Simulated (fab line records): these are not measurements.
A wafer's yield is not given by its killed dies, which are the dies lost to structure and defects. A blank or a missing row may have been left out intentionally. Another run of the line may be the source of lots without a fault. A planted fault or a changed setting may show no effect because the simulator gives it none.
Comparing a struck lot with a sound one / flow sky130 / 16 out of 708 route steps
Sound: the wafers L135.1, L135.4, L135.6. The struck wafers were L151.4, L151.5, L151.6. At the end, the cause is stated.
Each step with rows lists, per side, the tool, then ch with its chambers, then its first start. Under that, the readings that differ: sound wafers / struck wafers / difference of the means / sigmas: that difference in standard deviations of wafers without a fault.
alike: a reading whose means differ by less than 2 such deviations, as well as words and numbers matching on both sides. not compared: withheld readings; readings where some wafer has no value; bounds like >300 that might hide an equal value; numbers whose values overlap and for which the record gives no deviation.
The two part at a step that has a row with sigmas, a row that says differs or no value, or rows on one side only. Non-overlapping numbers with no deviation appear without sigmas and do not part them. A reading missing from all wafers of one side parts the sides only when that side holds two or more wafers.

first, 5 steps without rows for these wafers: SKY_SONOS_TUNNEL_COAT_02 (resist thk 1140 nm); SKY_SONOS_TUNNEL_SOFTBAKE_03 (time 60 s); SKY_SONOS_TUNNEL_EXPOSE_04 (exposes mask TUNM, target cd 410 nm); SKY_SONOS_TUNNEL_PEB_05; SKY_SONOS_TUNNEL_DEVELOP_06 (develop time 60 s).
SKY_SONOS_TUNNEL_CD_MEAS_07 targets a cd of 410 nm.
  sound on cd sem-02, day 11 13:35; struck on cd sem-01, day 16 21:02
  alike: cd nm
SKY_SONOS_TUNNEL_OVL_MEAS_08:
  sound on overlay-02, day 11 13:42; struck on overlay-02, day 16 21:07
reading=SONOS_TUNNEL_OVL (nm); sound=-2.5 -4.1 -2.0; struck=-0.4 0.2 -0.2; difference=+2.7; sigmas=+2
then, 3 steps without rows for these wafers: SKY_SONOS_TUNNEL_IMPLANT_09; SKY_SONOS_TUNNEL_WET_ETCH_10 (etches SiO2 in dHF, target depth 14 nm, time 280 s); SKY_SONOS_TUNNEL_STRIP_11 (strips in SPM, time 600 s).
SKY_SONOS_TUNNEL_TW_MEAS_12:
  sound on film metro-03, day 11 14:10; struck on film metro-01, day 16 21:35
  alike: SONOS_TUNNEL_TW
then, 1 step without rows for these wafers: SKY_SONOS_TUNNEL_CLEAN_13 (cleans in dHF, time 20 s).
SKY_SONOS_ONO_OXIDATION_00: stabilise 600 s, purge 300 s, target thk 2.6 nm.
  sound on furnace-02 ch 0, day 11 15:13; struck on furnace-01 ch 0, day 16 23:37
reading=spike tc bottom C (C); sound=820.0 820.0 821.6; struck=798.5 798.8 799.1; difference=-21.7; sigmas=-8
reading=spike tc centre C (C); sound=798.9 799.6 799.2; struck=782.9 784.0 783.1; difference=-15.9; sigmas=-18
reading=spike tc lower C (C); sound=801.4 801.3 799.0; struck=785.9 784.9 784.5; difference=-15.5; sigmas=-14
reading=spike tc top C (C); sound=807.9 807.4 809.8; struck=795.9 796.5 795.9; difference=-12.3; sigmas=-5
reading=spike tc upper C (C); sound=797.6 797.7 799.6; struck=783.1 782.8 783.2; difference=-15.3; sigmas=-13
reading=tube center temp C (C); sound=800.03 800 800.04; struck=783.24 783.22 783.23; difference=-16.79; sigmas=-99 or more
reading=tube_center_temp_C_max; sound=801.8 802.2 802.0; struck=784.9 785.6 785.3; difference=-16.7; sigmas=-51
reading=zone power bottom pct (%); sound=22.4 22.3 22.1; struck=20.8 20.7 20.9; difference=-1.5; sigmas=-4
reading=zone power centre pct (%); sound=15.0 14.9 15.3; struck=12.9 12.6 12.8; difference=-2.3; sigmas=-3
reading=model.SiO2_of_SONOS_ONO_OXIDATION_00.thk nm (nm); sound=2.595 2.616 2.591; struck=2.064 2.027 2.084; difference=-0.542; sigmas=
SKY_SONOS_ONO_THK_MEAS_01:
  sound on film metro-04, day 11 16:34; struck on film metro-03, day 17 01:00
reading=SONOS_ONO_OXIDATION_THK (nm); sound=2.55 2.62 2.54; struck=2.07 2.00 2.12; difference=-0.51; sigmas=-9
then, 1 step without rows for these wafers: SKY_SONOS_ONO_CVD_02 (deposits Si3N4 from DCS/NH3, target thk 10.5 nm, time 180 s).
-- a jump in the record: the struck wafers' starts before and after are 33 days apart (it breaks off in module SONOS_ONO and resumes in module PAD_OPEN, where the first step shown is number 708 of the route) --
SKY_PAD_OPEN_PROBE_99:
  sound on prober-01, day 45 20:07; struck on prober-01, day 49 16:40
reading=model.etest.sonos erased.drive ua um; sound=155.5 165.3 187.9; struck=227.6 248.4 226.5; difference=+64.6; sigmas=
reading=model.etest.sonos uncharged.r on ohm um; sound=829.6 827.7 818.6; struck=777.7 775.2 794.5; difference=-42.8; sigmas=
reading=model.etest.cap ono.gate log10 a cm2; sound=-8.07 -8.191 -7.896; struck=-7.332 -7.31 -7.475; difference=+0.680; sigmas=
reading=model.etest.cap ono.tox acc nm (nm); sound=12.96 13.02 12.89; struck=12.42 12.32 12.55; difference=-0.53; sigmas=
reading=model.etest.sonos erased.vt v (V); sound=-2.223 -2.201 -2.292; struck=-2.538 -2.588 -2.5; difference=-0.303; sigmas=
reading=model.etest.sonos baked.vt less v (V); sound=-0.4721 -0.4872 -0.5355; struck=-0.6005 -0.72 -0.6024; difference=-0.1427; sigmas=
  alike: killed_at_M0_to_M3, killed_at_M4_up, killed at contacts, killed at front end, killed at other, killed dies, killed open, killed short
  not compared: model.etest.cap ono.gate bv v, model.etest.sonos programmed.vt v

== WHERE THEY PART ==
At SKY_SONOS_TUNNEL_OVL_MEAS_08 first; at SKY_SONOS_ONO_THK_MEAS_01 last (within this record only). Later steps at which nothing parts them and some readings are alike: SKY_PAD_OPEN_PROBE_99.

WHY: what the simulator had put in
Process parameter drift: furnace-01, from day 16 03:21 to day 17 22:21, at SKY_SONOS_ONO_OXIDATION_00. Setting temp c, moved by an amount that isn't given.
